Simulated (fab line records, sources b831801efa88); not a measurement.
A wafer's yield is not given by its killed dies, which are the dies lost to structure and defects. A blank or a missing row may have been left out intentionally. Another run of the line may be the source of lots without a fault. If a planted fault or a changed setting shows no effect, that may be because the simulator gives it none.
Comparing a struck lot with a sound one    flow sky130    16 out of 708 route steps
Sound: these wafers, L632.2, L632.3, L632.4. Wafers L646.1, L646.4, L646.6 were the ones struck. The cause is named last.
Each step with rows lists, per side, the tool, then ch with its chambers, then its first start. Under that, the readings that differ: sound wafers    struck wafers    difference of the means    sigmas: that difference in standard deviations of wafers without a fault.
alike: a reading whose means differ by less than 2 such deviations, as well as words and numbers matching on both sides. not compared: withheld readings; readings where some wafer has no value; bounds like >300 that might hide an equal value; numbers whose values overlap and for which the record gives no deviation.
Wherever a step has rows on one side only, a row that says differs or no value, or a row with sigmas, the two part there. When numbers do not overlap yet have no deviation, they are printed without sigmas and do not part them. A reading missing from all wafers of one side parts the sides only when that side holds two or more wafers.

first, 5 steps without rows for these wafers: SKY_VIA4_COAT_06 (resist thk 1140 nm); SKY_VIA4_SOFTBAKE_07 (time 60 s); SKY_VIA4_EXPOSE_08 (exposes mask VIM4, target cd 800 nm); SKY_VIA4_PEB_09; SKY_VIA4_DEVELOP_10 (develop time 60 s).
SKY_VIA4_OVL_MEAS_11:
  sound: overlay-01 at day 44 01:28; struck: overlay-02 at day 47 13:31
  alike: VIA4_OVL
SKY_VIA4_ETCH_12: etches SiO2 in C4F8/O2/Ar, stops on TiN, target depth 580 nm.
  sound on rie diel-04 ch 1,2,3, day 44 01:30; struck on rie diel-01 ch 2,3, day 47 13:34
  alike: chamber pressure mTorr, oes product au
SKY_VIA4_STRIP_13: strips in O2/N2.
  sound on plasma asher-01 ch 0,1, day 44 01:34; struck on plasma asher-01 ch 0,1, day 47 13:38
  alike: chamber pressure mTorr, drypump motor current A, n2 flow sccm, oes product au, strip time to endpoint s
  not compared: rf hours counter h
then, 3 steps without rows for these wafers: SKY_VIA4_STRIP_14 (strips in post etch residue remover, time 1200 s); SKY_VIA4_CLEAN_15 (cleans in IPA, time 180 s); SKY_VIA4_CLEAN_16 (cleans in O3/DIW).
SKY_VIA4_SPUTTER_17: material TiN, target thk 20 nm, time 80 s.
  sound: pvd sputter-01 at day 44 02:10; struck: pvd sputter-02 at day 47 14:13
  alike: cathode dc power W, throttle valve pct
SKY_VIA4_CVD_18: deposits W, target thk 505 nm, time 152.14 s.
  sound on cvd w-01 ch 0,1, day 44 02:13; struck on cvd w-01 ch 0, day 47 14:17
  no value came back on the struck wafers for chamber pressure Torr (Torr), heater power outer w (W), heater power w (W); on the sound wafers chamber pressure Torr (Torr) reads 40.07 39.93 40.12
SKY_VIA4_RS_MEAS_19: measures by four-point-probe.
  sound: film metro-04 at day 44 02:23; struck: film metro-03 at day 47 14:26
reading             sound              struck                difference  sigmas
VIA4_W_RS (ohm/sq)  0.228 0.223 0.226  56.212 56.060 56.048  +55.881     +99 or more
SKY_VIA4_THK_MEAS_20: measures by xrf.
  sound: film metro-04 at day 44 02:30; struck: film metro-03 at day 47 14:33
  not compared: VIA4_W_THK
SKY_VIA4_CMP_21: polishes, stops on SiO2, t overpolish 25 s, target thk 0 nm.
  sound on cmp-01 ch 0,1,2, day 44 02:40; struck on cmp-02 ch 2,3, day 47 14:37
reading                 sound        struck  difference  sigmas
time to endpoint s (s)  125 131 122  7 5 8   -119        -24
  alike: motor current A, slurry flow ml min

== WHERE THEY PART ==
Earliest at SKY_VIA4_CVD_18; latest, in this record, at SKY_VIA4_CMP_21.

WHY: what the simulator had put in
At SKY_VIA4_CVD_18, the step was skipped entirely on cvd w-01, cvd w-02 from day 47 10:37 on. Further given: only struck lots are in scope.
